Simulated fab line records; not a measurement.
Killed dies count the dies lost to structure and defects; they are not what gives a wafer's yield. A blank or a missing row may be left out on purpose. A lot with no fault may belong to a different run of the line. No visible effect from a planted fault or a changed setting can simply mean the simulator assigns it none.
The same fault as seen by 2 desks :: flow sky130 :: numbers are kept per desk, each desk with only its own; the story behind them comes last

== METROLOGY DESK ==
Lot by lot, what the gauges showed, no matter which tool ran the lot: averages of those sampled wafers that carry a number. Marked OUT: a lot whose mean sits more than 4 standard deviations from the usual mean, which makes it out of limits; the brackets give that distance.
Columns: A = VIA3_W_RS at SKY_VIA3_RS_MEAS_22, usual 0.293 ohm/sq; B = VIA3_W_THK at SKY_VIA3_THK_MEAS_23, usual 374 nm
lot: L686
first seen here: day 41 10:32
A: 0.289
B: 380

lot: L689
first seen here: day 42 06:44
A: 0.296
B: 372

lot: L693
first seen here: day 43 06:07
A: 0.288
B: 378

lot: L694
first seen here: day 43 06:58
A: 0.296
B: 377

lot: L695
first seen here: day 43 22:16
A: 0.290
B: 376

lot: L696
first seen here: day 44 09:16
A: 0.299
B: 365
Result from this desk: across the 6 lots, nothing is out of limits.

== THE TOOL OWNER'S DESK: pvdSputter-02 ==
The tool's own readings at SKY_METAL4_SPUTTER_01 (material TiN, target thk 20 nm, time 16.7 s): means of the sampled wafers that have a number, for each lot that ran on this tool. Marked OUT: a lot whose mean sits more than 4 standard deviations from the usual mean, which makes it out of limits; the brackets give that distance.
Columns: A = throttleValvePct at SKY_METAL4_SPUTTER_01, usual 30.4 %
lot: L686
first seen here: day 41 11:01
A: 31.1

lot: L693
first seen here: day 43 06:36
A: 31.5

lot: L695
first seen here: day 43 22:44
A: 31.1
Result from this desk: across the 3 lots, nothing is out of limits.

== BROUGHT TOGETHER ==
From the metrology desk's view, nothing was out of limits.
Nothing out of limits was seen by the tool owner's desk.

== WHAT HAD BEEN PUT IN BY THE SIMULATOR ==
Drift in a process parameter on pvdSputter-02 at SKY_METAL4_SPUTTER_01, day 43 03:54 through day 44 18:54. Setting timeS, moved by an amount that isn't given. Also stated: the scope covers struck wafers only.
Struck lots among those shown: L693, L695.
